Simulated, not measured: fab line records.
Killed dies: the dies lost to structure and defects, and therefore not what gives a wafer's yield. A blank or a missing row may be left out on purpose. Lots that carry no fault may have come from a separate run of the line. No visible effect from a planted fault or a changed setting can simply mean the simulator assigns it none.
Which tool is to blame? || flow sfq-line || Sampling: 13 lots, 39 wafers, 3 of 325 route steps

== WHAT THE GAUGES READ, wafer by wafer ==
SFQ_M3_RS_MEAS_919: uses a four-point probe to measure. Usual: M3_NB_RS typically reads 0.894 ohm/sq, with standard deviation 0.0078.
{"lot": "L924", "measured": "day 31 19:45", "on": "film-metro-03", "M3_NB_RS (ohm/sq)": "0.872 0.880 0.877", "flag": ""}
{"lot": "L925", "measured": "day 32 02:10", "on": "film-metro-04", "M3_NB_RS (ohm/sq)": "0.891 0.893 0.893", "flag": ""}
{"lot": "L927", "measured": "day 32 13:34", "on": "film-metro-04", "M3_NB_RS (ohm/sq)": "0.895 0.901 0.897", "flag": ""}
{"lot": "L930", "measured": "day 33 00:07", "on": "film-metro-03", "M3_NB_RS (ohm/sq)": "0.903 0.903 0.900", "flag": ""}
{"lot": "L931", "measured": "day 34 09:41", "on": "film-metro-03", "M3_NB_RS (ohm/sq)": "0.892 0.896 0.888", "flag": ""}
{"lot": "L932", "measured": "day 36 01:15", "on": "film-metro-01", "M3_NB_RS (ohm/sq)": "0.897 0.903 0.905", "flag": ""}
{"lot": "L933", "measured": "day 36 07:02", "on": "film-metro-01", "M3_NB_RS (ohm/sq)": "0.889 0.893 0.891", "flag": ""}
{"lot": "L935", "measured": "day 37 13:19", "on": "film-metro-01", "M3_NB_RS (ohm/sq)": "0.889 0.891 0.901", "flag": ""}
{"lot": "L936", "measured": "day 38 07:17", "on": "film-metro-04", "M3_NB_RS (ohm/sq)": "0.892 0.891 1.222", "flag": "OFF"}
{"lot": "L942", "measured": "day 46 11:34", "on": "film-metro-01", "M3_NB_RS (ohm/sq)": "0.878 0.887 0.895", "flag": ""}
{"lot": "L943", "measured": "day 46 17:35", "on": "film-metro-04", "M3_NB_RS (ohm/sq)": "0.887 0.892 0.884", "flag": ""}
{"lot": "L944", "measured": "day 46 21:10", "on": "film-metro-03", "M3_NB_RS (ohm/sq)": "0.906 0.896 0.904", "flag": ""}
{"lot": "L946", "measured": "day 47 08:07", "on": "film-metro-03", "M3_NB_RS (ohm/sq)": "0.896 0.901 0.900", "flag": ""}

== WHAT TOOL EACH LOT RAN ON (gives the tool, then ch and the chambers of the sampled wafers, and finally the start) ==
{"lot": "L924", "SFQ_TRILAYER_I1_CMP_CMP_046": "cmp-01 ch 0,1,3, day 24 03:59", "SFQ_TRILAYER_M3_DEP_SPUTTER_073": "pvd-sputter-05, day 31 19:38"}
{"lot": "L925", "SFQ_TRILAYER_I1_CMP_CMP_046": "cmp-02 ch 0,1,3, day 24 07:47", "SFQ_TRILAYER_M3_DEP_SPUTTER_073": "pvd-sputter-05, day 32 02:04"}
{"lot": "L927", "SFQ_TRILAYER_I1_CMP_CMP_046": "cmp-02 ch 1,2,3, day 24 13:47", "SFQ_TRILAYER_M3_DEP_SPUTTER_073": "pvd-sputter-06, day 32 13:28"}
{"lot": "L930", "SFQ_TRILAYER_I1_CMP_CMP_046": "cmp-02 ch 0,1,2, day 25 02:08", "SFQ_TRILAYER_M3_DEP_SPUTTER_073": "pvd-sputter-05, day 32 23:58"}
{"lot": "L931", "SFQ_TRILAYER_I1_CMP_CMP_046": "cmp-01 ch 0,1,2, day 26 19:17", "SFQ_TRILAYER_M3_DEP_SPUTTER_073": "pvd-sputter-06, day 34 09:33"}
{"lot": "L932", "SFQ_TRILAYER_I1_CMP_CMP_046": "cmp-02 ch 1,2, day 27 01:17", "SFQ_TRILAYER_M3_DEP_SPUTTER_073": "pvd-sputter-03, day 36 01:08"}
{"lot": "L933", "SFQ_TRILAYER_I1_CMP_CMP_046": "cmp-01 ch 0,3, day 28 20:58", "SFQ_TRILAYER_M3_DEP_SPUTTER_073": "pvd-sputter-06, day 36 06:56"}
{"lot": "L935", "SFQ_TRILAYER_I1_CMP_CMP_046": "cmp-02 ch 0,1,3, day 30 00:53", "SFQ_TRILAYER_M3_DEP_SPUTTER_073": "pvd-sputter-03, day 37 13:12"}
{"lot": "L936", "SFQ_TRILAYER_I1_CMP_CMP_046": "cmp-02 ch 1,2,3, day 30 17:43", "SFQ_TRILAYER_M3_DEP_SPUTTER_073": "pvd-sputter-06, day 38 07:11"}
{"lot": "L942", "SFQ_TRILAYER_I1_CMP_CMP_046": "cmp-01 ch 0,1, day 33 05:19", "SFQ_TRILAYER_M3_DEP_SPUTTER_073": "pvd-sputter-03, day 46 11:29"}
{"lot": "L943", "SFQ_TRILAYER_I1_CMP_CMP_046": "cmp-02 ch 0,1,3, day 33 10:31", "SFQ_TRILAYER_M3_DEP_SPUTTER_073": "pvd-sputter-05, day 46 17:29"}
{"lot": "L944", "SFQ_TRILAYER_I1_CMP_CMP_046": "cmp-02 ch 1,3, day 33 12:02", "SFQ_TRILAYER_M3_DEP_SPUTTER_073": "pvd-sputter-03, day 46 21:05"}
{"lot": "L946", "SFQ_TRILAYER_I1_CMP_CMP_046": "cmp-01 ch 0,3, day 33 22:49", "SFQ_TRILAYER_M3_DEP_SPUTTER_073": "pvd-sputter-06, day 47 08:01"}
- SFQ_TRILAYER_I1_CMP_CMP_046: polishes SiO2.
- SFQ_TRILAYER_M3_DEP_SPUTTER_073: material Nb, target thk 200 nm, time 133.3 s.

== WHAT THE TOOLS THEMSELVES READ (means of the sampled wafers that have a number; where no wafer has one, the mark that the record gives instead) ==
SFQ_TRILAYER_I1_CMP_CMP_046. Usual: motor-current-A 10.0 A, standard deviation 1.4; platen-rpm 60.00 rpm, standard deviation 0.044; retaining-ring-pressure-frac 1.000, standard deviation 0.0051; slurry-filter-dp-kPa 13.50 kPa, standard deviation 0.14; slurry-flow-ml-min 149.9, standard deviation 0.45; time-to-endpoint-s 215 s, standard deviation 6.8.
{"lot": "L924", "tool": "cmp-01", "motor-current-A (A)": 9.0, "platen-rpm (rpm)": 60.03, "retaining-ring-pressure-frac": 1.005, "slurry-filter-dp-kPa (kPa)": 13.47, "slurry-flow-ml-min": 150.3, "time-to-endpoint-s (s)": 216, "flag": ""}
{"lot": "L925", "tool": "cmp-02", "motor-current-A (A)": 9.8, "platen-rpm (rpm)": 59.98, "retaining-ring-pressure-frac": 1.000, "slurry-filter-dp-kPa (kPa)": 13.43, "slurry-flow-ml-min": 149.5, "time-to-endpoint-s (s)": 219, "flag": ""}
{"lot": "L927", "tool": "cmp-02", "motor-current-A (A)": 10.3, "platen-rpm (rpm)": 60.01, "retaining-ring-pressure-frac": 1.002, "slurry-filter-dp-kPa (kPa)": 13.47, "slurry-flow-ml-min": 150.2, "time-to-endpoint-s (s)": 222, "flag": ""}
{"lot": "L930", "tool": "cmp-02", "motor-current-A (A)": 11.1, "platen-rpm (rpm)": 59.99, "retaining-ring-pressure-frac": 0.995, "slurry-filter-dp-kPa (kPa)": 13.59, "slurry-flow-ml-min": 150.1, "time-to-endpoint-s (s)": 225, "flag": ""}
{"lot": "L931", "tool": "cmp-01", "motor-current-A (A)": 9.9, "platen-rpm (rpm)": 60.01, "retaining-ring-pressure-frac": 0.998, "slurry-filter-dp-kPa (kPa)": 13.46, "slurry-flow-ml-min": 149.7, "time-to-endpoint-s (s)": 210, "flag": ""}
{"lot": "L932", "tool": "cmp-02", "motor-current-A (A)": 11.5, "platen-rpm (rpm)": 60.04, "retaining-ring-pressure-frac": 1.004, "slurry-filter-dp-kPa (kPa)": 13.60, "slurry-flow-ml-min": 149.7, "time-to-endpoint-s (s)": 218, "flag": ""}
{"lot": "L933", "tool": "cmp-01", "motor-current-A (A)": 8.6, "platen-rpm (rpm)": 59.99, "retaining-ring-pressure-frac": 1.003, "slurry-filter-dp-kPa (kPa)": 13.60, "slurry-flow-ml-min": 150.1, "time-to-endpoint-s (s)": 218, "flag": ""}
{"lot": "L935", "tool": "cmp-02", "motor-current-A (A)": 9.7, "platen-rpm (rpm)": 59.97, "retaining-ring-pressure-frac": 1.001, "slurry-filter-dp-kPa (kPa)": 13.50, "slurry-flow-ml-min": 150.4, "time-to-endpoint-s (s)": 209, "flag": ""}
{"lot": "L936", "tool": "cmp-02", "motor-current-A (A)": 10.4, "platen-rpm (rpm)": 59.97, "retaining-ring-pressure-frac": 1.000, "slurry-filter-dp-kPa (kPa)": 13.48, "slurry-flow-ml-min": 150.4, "time-to-endpoint-s (s)": 206, "flag": ""}
{"lot": "L942", "tool": "cmp-01", "motor-current-A (A)": 9.1, "platen-rpm (rpm)": 59.98, "retaining-ring-pressure-frac": 1.001, "slurry-filter-dp-kPa (kPa)": 13.60, "slurry-flow-ml-min": 150.1, "time-to-endpoint-s (s)": 210, "flag": ""}
{"lot": "L943", "tool": "cmp-02", "motor-current-A (A)": 9.8, "platen-rpm (rpm)": 60.03, "retaining-ring-pressure-frac": 0.995, "slurry-filter-dp-kPa (kPa)": 13.48, "slurry-flow-ml-min": 150.2, "time-to-endpoint-s (s)": 217, "flag": ""}
{"lot": "L944", "tool": "cmp-02", "motor-current-A (A)": 9.4, "platen-rpm (rpm)": 59.98, "retaining-ring-pressure-frac": 1.001, "slurry-filter-dp-kPa (kPa)": 13.58, "slurry-flow-ml-min": 150.1, "time-to-endpoint-s (s)": 204, "flag": ""}
{"lot": "L946", "tool": "cmp-01", "motor-current-A (A)": 8.1, "platen-rpm (rpm)": 60.00, "retaining-ring-pressure-frac": 1.002, "slurry-filter-dp-kPa (kPa)": 13.46, "slurry-flow-ml-min": 149.9, "time-to-endpoint-s (s)": 214, "flag": ""}

SFQ_TRILAYER_M3_DEP_SPUTTER_073. Usual: base-pressure-pa 1.32e-06 Pa, standard deviation 1.1e-07; cathode-dc-power-W 2000.0 W, standard deviation 0.32; resputter-cathode-voltage-v 400 V, standard deviation 3.7; substrate-temp-c 20.00 C, standard deviation 0.11; throttle-valve-pct 30.1 %, standard deviation 0.96.
{"lot": "L924", "tool": "pvd-sputter-05", "base-pressure-pa (Pa)": 1.34e-06, "cathode-dc-power-W (W)": 2000.1, "resputter-cathode-voltage-v (V)": 398, "substrate-temp-c (C)": 20.12, "throttle-valve-pct (%)": 30.8, "flag": ""}
{"lot": "L925", "tool": "pvd-sputter-05", "base-pressure-pa (Pa)": 1.24e-06, "cathode-dc-power-W (W)": 1999.9, "resputter-cathode-voltage-v (V)": 400, "substrate-temp-c (C)": 19.94, "throttle-valve-pct (%)": 30.5, "flag": ""}
{"lot": "L927", "tool": "pvd-sputter-06", "base-pressure-pa (Pa)": 1.31e-06, "cathode-dc-power-W (W)": 1999.7, "resputter-cathode-voltage-v (V)": 399, "substrate-temp-c (C)": 20.06, "throttle-valve-pct (%)": 30.0, "flag": ""}
{"lot": "L930", "tool": "pvd-sputter-05", "base-pressure-pa (Pa)": 1.35e-06, "cathode-dc-power-W (W)": 1999.8, "resputter-cathode-voltage-v (V)": 400, "substrate-temp-c (C)": 19.83, "throttle-valve-pct (%)": 30.7, "flag": ""}
{"lot": "L931", "tool": "pvd-sputter-06", "base-pressure-pa (Pa)": 1.36e-06, "cathode-dc-power-W (W)": 1999.8, "resputter-cathode-voltage-v (V)": 400, "substrate-temp-c (C)": 20.08, "throttle-valve-pct (%)": 29.7, "flag": ""}
{"lot": "L932", "tool": "pvd-sputter-03", "base-pressure-pa (Pa)": 1.33e-06, "cathode-dc-power-W (W)": 1999.9, "resputter-cathode-voltage-v (V)": 405, "substrate-temp-c (C)": 20.00, "throttle-valve-pct (%)": 29.0, "flag": ""}
{"lot": "L933", "tool": "pvd-sputter-06", "base-pressure-pa (Pa)": 1.26e-06, "cathode-dc-power-W (W)": 2000.2, "resputter-cathode-voltage-v (V)": 398, "substrate-temp-c (C)": 20.00, "throttle-valve-pct (%)": 29.7, "flag": ""}
{"lot": "L935", "tool": "pvd-sputter-03", "base-pressure-pa (Pa)": 1.40e-06, "cathode-dc-power-W (W)": 2000.4, "resputter-cathode-voltage-v (V)": 398, "substrate-temp-c (C)": 19.94, "throttle-valve-pct (%)": 29.6, "flag": ""}
{"lot": "L936", "tool": "pvd-sputter-06", "base-pressure-pa (Pa)": 1.35e-06, "cathode-dc-power-W (W)": 1826.9, "resputter-cathode-voltage-v (V)": 397, "substrate-temp-c (C)": 20.11, "throttle-valve-pct (%)": 29.4, "flag": "OFF"}
{"lot": "L942", "tool": "pvd-sputter-03", "base-pressure-pa (Pa)": 1.33e-06, "cathode-dc-power-W (W)": 2000.1, "resputter-cathode-voltage-v (V)": 404, "substrate-temp-c (C)": 20.00, "throttle-valve-pct (%)": 30.2, "flag": ""}
{"lot": "L943", "tool": "pvd-sputter-05", "base-pressure-pa (Pa)": 1.32e-06, "cathode-dc-power-W (W)": 2000.1, "resputter-cathode-voltage-v (V)": 398, "substrate-temp-c (C)": 20.06, "throttle-valve-pct (%)": 30.7, "flag": ""}
{"lot": "L944", "tool": "pvd-sputter-03", "base-pressure-pa (Pa)": 1.36e-06, "cathode-dc-power-W (W)": 2000.2, "resputter-cathode-voltage-v (V)": 400, "substrate-temp-c (C)": 20.22, "throttle-valve-pct (%)": 28.8, "flag": ""}
{"lot": "L946", "tool": "pvd-sputter-06", "base-pressure-pa (Pa)": 1.30e-06, "cathode-dc-power-W (W)": 2000.0, "resputter-cathode-voltage-v (V)": 400, "substrate-temp-c (C)": 19.97, "throttle-valve-pct (%)": 29.6, "flag": ""}

== THE ANSWER, worked out from the rows above alone ==
Rule: lot off if the mean of its wafers having a number is beyond 3 standard deviations from the usual mean. Also off: a lot with no number at a reading for which 4 or more lots have one. Where the step has rows for the other lots, those lots are counted as sound. After the gauges, taken in route order, come the tools' own readings; for these a lot's mean is taken, as printed above. At the first step where some lot is off, the reading lying furthest off is the one used; lots without a number count as furthest.
Off: L936, at SFQ_M3_RS_MEAS_919 (M3_NB_RS).
If a tool, at a process step before that reading, ran all the lots that are off and no sound lot after the first of them, it fits. The gauges at SFQ_M3_RS_MEAS_919 aren't tried: what is off there is off at SFQ_TRILAYER_M3_DEP_SPUTTER_073 too, on other tools, and a gauge's error can't cause that. No candidate that was tried fits.

== WHAT WAS PUT IN BY THE SIMULATOR ==
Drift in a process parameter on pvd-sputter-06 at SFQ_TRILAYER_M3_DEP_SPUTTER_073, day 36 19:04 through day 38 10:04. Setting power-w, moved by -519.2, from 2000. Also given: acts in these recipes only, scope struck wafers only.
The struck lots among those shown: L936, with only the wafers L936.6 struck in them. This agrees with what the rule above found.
